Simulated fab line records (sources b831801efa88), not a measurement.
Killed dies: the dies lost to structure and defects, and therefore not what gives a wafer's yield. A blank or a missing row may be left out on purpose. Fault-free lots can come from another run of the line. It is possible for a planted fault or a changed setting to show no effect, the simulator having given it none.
The same fault as seen by 2 desks	flow sky130	only its own numbers are on each desk; what lay behind them is given at the end

## FOR THE TOOL OWNER'S DESK: implanter-01
For each lot that ran on this tool, the mean over its sampled wafers that have a number, from the tool's own readings at SKY_VT_ADJUST_LVTN_IMPLANT_19. The brackets show how far a lot's mean lies from the usual mean; more than 4 standard deviations puts the lot out of limits, marked OUT.
Columns: A = beam on s at SKY_VT_ADJUST_LVTN_IMPLANT_19, usual 9.97 s; B = faraday current uA at SKY_VT_ADJUST_LVTN_IMPLANT_19, usual 3.68
lot	first seen here	A	B
L435	day 8 00:44	10.15	3.61
L440	day 9 13:16	11.18 (+5.5) OUT	3.33 (-4.3) OUT
L441	day 9 14:36	11.31 (+6.1) OUT	3.30 (-4.7) OUT
L443	day 10 09:26	10.82	3.44
L456	day 13 23:01	10.05	3.65
L457	day 14 07:02	9.88	3.69
Finding of this desk: L440, L441 out of limits; the first was L440 at day 9 13:16, on beam on s at SKY_VT_ADJUST_LVTN_IMPLANT_19. L435, L443, L456, L457 stayed within limits.

## METROLOGY DESK
Lot by lot, what the gauges showed, no matter which tool ran the lot: averages of those sampled wafers that carry a number. The brackets show how far a lot's mean lies from the usual mean; more than 4 standard deviations puts the lot out of limits, marked OUT.
Columns: A = VT_ADJUST_LVTN_TW at SKY_VT_ADJUST_LVTN_TW_MEAS_10, usual 240.8; B = VT_ADJUST_LVTN_2_TW at SKY_VT_ADJUST_LVTN_TW_MEAS_21, usual 187.7; C = VT_ADJUST_NCORE_OVL at SKY_VT_ADJUST_NCORE_OVL_MEAS_08, usual 0.1 nm; D = VT_ADJUST_HVTR_OVL at SKY_VT_ADJUST_HVTR_OVL_MEAS_08, usual -0.1 nm
lot	first seen here	A	B	C	D
L435	day 7 04:19	237.6	186.2	-0.2	1.1
L436	day 7 13:37	237.8	191.3	1.8	0.2
L440	day 8 15:35	244.9	197.1 (+4.3) OUT	0.1	0.3
L441	day 8 17:31	240.3	193.1	-0.1	2.8
L443	day 9 11:49	239.2	193.7	-0.4	1.3
L446	day 10 08:30	239.8	187.4	-2.3	-1.1
L447	day 10 12:52	237.9	191.0	-0.8	0.0
L450	day 11 05:28	240.8	187.3	-0.1	-0.2
L452	day 12 00:15	239.6	191.2	-3.1	-1.5
L453	day 12 07:32	244.4	190.5	-2.1	-1.3
L454	day 12 14:43	240.5	185.8	-0.1	-2.0
L455	day 12 16:54	239.2	187.1	1.2	-1.1
L456	day 12 21:37	238.5	187.9	0.2	-1.1
L457	day 13 05:05	245.2	185.1	0.3	2.2
This desk finds L440 out of limits, with the earliest case on L440 at day 9 13:29 (VT_ADJUST_LVTN_2_TW at SKY_VT_ADJUST_LVTN_TW_MEAS_21). L435, L436, L441, L443, L446, L447, L450, L452, L453, L454, L455, L456, L457 stayed within limits.

## PUT TOGETHER
The tool owner's desk had the chance to raise an alarm at day 9 13:16 on L440, L441.
The metrology desk could have raised an alarm at day 9 13:29, on L440.
The metrology desk has L441 on record, within its limits.
All the named lots went through SKY_VT_ADJUST_LVTN_IMPLANT_19 on implanter-01.

## WHAT THE SIMULATOR HAD INSERTED
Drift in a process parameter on implanter-01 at SKY_VT_ADJUST_LVTN_IMPLANT_19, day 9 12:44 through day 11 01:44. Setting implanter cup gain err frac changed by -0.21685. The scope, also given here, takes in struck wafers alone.
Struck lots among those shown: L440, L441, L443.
Time in hours from fault onset to the first out-of-limits reading at each desk: tool owner's desk 1, metrology desk 1.
